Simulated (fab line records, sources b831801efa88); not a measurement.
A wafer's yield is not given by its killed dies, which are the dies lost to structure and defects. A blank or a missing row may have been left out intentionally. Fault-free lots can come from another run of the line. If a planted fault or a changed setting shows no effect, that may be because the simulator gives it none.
8D (eight disciplines) problem report, filled in by code    flow gf180mcu    the parts of the form that need people (team, actions taken, sign-off) are left out

## 1. THE ISSUE
Mean VT_IMPLANT_2_TW at GF_VT_IMPLANT_TW_MEAS_21: 1106 over 6 wafers in 2 lots; fault-free wafers: 1221, standard deviation 19. That is -6.0 standard deviations from the usual mean.
First observed at day 9 16:34: wafer L823.1, on filmMetro-03. The record holds 42 wafers of 14 lots with a number at this step. Rule for "out", or "out of limits": more than 4 standard deviations from the usual mean. Any other wafer with a number is counted as sound.

## 2. WHAT IT IS AND WHAT IT IS NOT
question                     is                      is not
which readings at this step  VT_IMPLANT_2_TW         -
which lots                   L823, L825              L810, L812, L813, L814, L815, L816, L817, L818, L820, L824, L830, L831
which wafers of those lots   all that have a number  -
read on which gauges         filmMetro-03            filmMetro-01, filmMetro-02
when                         from day 9 16:34        up to then (27 sound wafers); but 9 sound wafers of L824, L830, L831 came after

## 3. SUSPECTS, AND WHAT RULES EACH OUT
Counting: a tool at a process step up to the reading stays a suspect if it ran every lot that is out and no sound lot after the first of them.
- the gauge at GF_VT_IMPLANT_TW_MEAS_21 is ruled out. All the wafers that are out were read on filmMetro-03, but those of them that GF_VT_IMPLANT_IMPLANT_19 has rows for are out there too, on other tools.
- implanter-02 at GF_VT_IMPLANT_IMPLANT_19: kept. It processed each lot that is out, first L823 at day 9 16:19, and no sound lot thereafter; up to then, the last sound lot it processed was L820 at day 8 23:52. On those wafers its own readings are out: tiltDeg.
After counting, what remains is implanter-02 at GF_VT_IMPLANT_IMPLANT_19.

## 4. THE CAUSE (what the simulator had put in)
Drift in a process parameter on implanter-02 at GF_VT_IMPLANT_IMPLANT_19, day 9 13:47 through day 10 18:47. A move of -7 in setting tiltDeg, from 7. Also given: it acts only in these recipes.
After counting, this tool was the only one left.

## 5. THE CHAIN OF EFFECTS, in route order
Each row: a reading where the mean over the struck wafers with a number is more than 3 standard deviations away from the usual. Scope: only readings with a usual standard deviation given in the record; hours: median across lots of the time from each lot's start at the first step in this table that gives one to its start at this step; sigmas: change in usual standard deviations.
hours  step                      reading          usual          on struck wafers  change  sigmas
0      GF_VT_IMPLANT_IMPLANT_19  tiltDeg          6.998 degrees  -0.002            -7.000  -99 or more
0      GF_VT_IMPLANT_TW_MEAS_21  VT_IMPLANT_2_TW  1221           1106              -115    -6.0
Its process steps:
- GF_VT_IMPLANT_IMPLANT_19
Later measuring or inspecting steps at which every struck wafer that the step has a row for has a number for every such reading, and none has moved that far: GF_HV_LDD_TW_MEAS_23.

## 6. WHAT WOULD HAVE CAUGHT IT SOONER
The first out-of-limits reading at a measuring or inspecting step in this record came at day 9 16:34, 3 hours after the fault's start at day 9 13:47.
At GF_VT_IMPLANT_IMPLANT_19, the tool's own readings (tiltDeg) were out on each struck wafer the step has a row for, so an alarm limit on them would have fired on the first such wafer.
Lots out: 2; of these, L825 started GF_VT_IMPLANT_IMPLANT_19 on implanter-02 after day 9 16:34. A tool hold placed at that time would have kept it from harm.
